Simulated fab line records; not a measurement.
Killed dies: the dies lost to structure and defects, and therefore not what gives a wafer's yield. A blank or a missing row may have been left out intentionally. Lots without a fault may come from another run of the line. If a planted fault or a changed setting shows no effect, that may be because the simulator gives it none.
Code-filled problem report in 8D (eight disciplines) form + flow sky130 + the parts of the form that need people (team, actions taken, sign-off) are left out

== 1. THE PROBLEM ==
heaterPowerTotalW at SKY_POLY_CUT_DEHYDRATE_00 reads a mean of 155.58 W on 6 wafers of 2 lots; wafers without a fault read 160.36 W with a standard deviation of 0.12. Relative to the usual mean, that is a shift of -40 standard deviations.
The step: time 60 s.
The first sign was on wafer L948.2 at day 30 07:22, on lithoTrack-04. At this step, 42 wafers from 14 lots have a number in the record. The rule behind "out" and "out of limits": a value lying over 4 standard deviations away from the usual mean. Any other wafer with a number is counted as sound.

== 2. WHAT IT IS; WHAT IT IS NOT ==
| question                    | is                            | is not                                                                    |
|-----------------------------|-------------------------------|---------------------------------------------------------------------------|
| which readings at this step | heaterPowerTotalW, plateTempC | -                                                                         |
| which lots                  | L948, L952                    | L931, L933, L934, L935, L936, L937, L939, L940, L941, L942, L953, L954    |
| which wafers of those lots  | all that have a number        | -                                                                         |
| read on which tools         | lithoTrack-04                 | lithoTrack-02, lithoTrack-03                                              |
| when                        | from day 30 07:22             | up to then (30 sound wafers); but 6 sound wafers of L953, L954 came after |

== 3. THE SUSPECTS, EACH WITH WHAT RULES IT OUT ==
Counting: a tool at a process step up to the reading stays a suspect if it ran every lot that is out and no sound lot after the first of them.
- lithoTrack-04 at SKY_POLY_CUT_DEHYDRATE_00 (time 60 s): kept. It ran every lot that is out, first L948 (day 30 07:22), and no sound lot after that; its last sound lot up to then is L942 (day 27 15:11). Its own heaterPowerTotalW, plateTempC readings are out on those wafers.
After counting, what remains is lithoTrack-04 at SKY_POLY_CUT_DEHYDRATE_00.

== 4. THE CAUSE (what the simulator had put in) ==
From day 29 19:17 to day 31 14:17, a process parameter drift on lithoTrack-04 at SKY_POLY_CUT_DEHYDRATE_00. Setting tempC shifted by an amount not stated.
After counting, this tool was the only one left.

== 5. THE CHAIN OF EFFECTS, in route order ==
Each row: a reading whose mean over the struck wafers that have a number lies more than 3 standard deviations from the usual. Only readings whose record carries a usual standard deviation are examined. hours: median over the lots of the time between each lot's start at the first step of this table that gives one and its start at this step. sigmas: the change, counted in usual standard deviations.
| hours | step                      | reading           | usual    | on struck wafers | change | sigmas |
|-------|---------------------------|-------------------|----------|------------------|--------|--------|
| 0     | SKY_POLY_CUT_DEHYDRATE_00 | heaterPowerTotalW | 160.36 W | 155.58           | -4.78  | -40    |
| 0     | SKY_POLY_CUT_DEHYDRATE_00 | plateTempC        | 200.05 C | 195.21           | -4.84  | -28    |
It contains these process steps:
- SKY_POLY_CUT_DEHYDRATE_00: time 60 s.

== 6. HOW IT WOULD HAVE BEEN CAUGHT EARLIER ==
First out-of-limits reading in this record: day 30 07:22, which is 12 hours after fault onset at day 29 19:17.
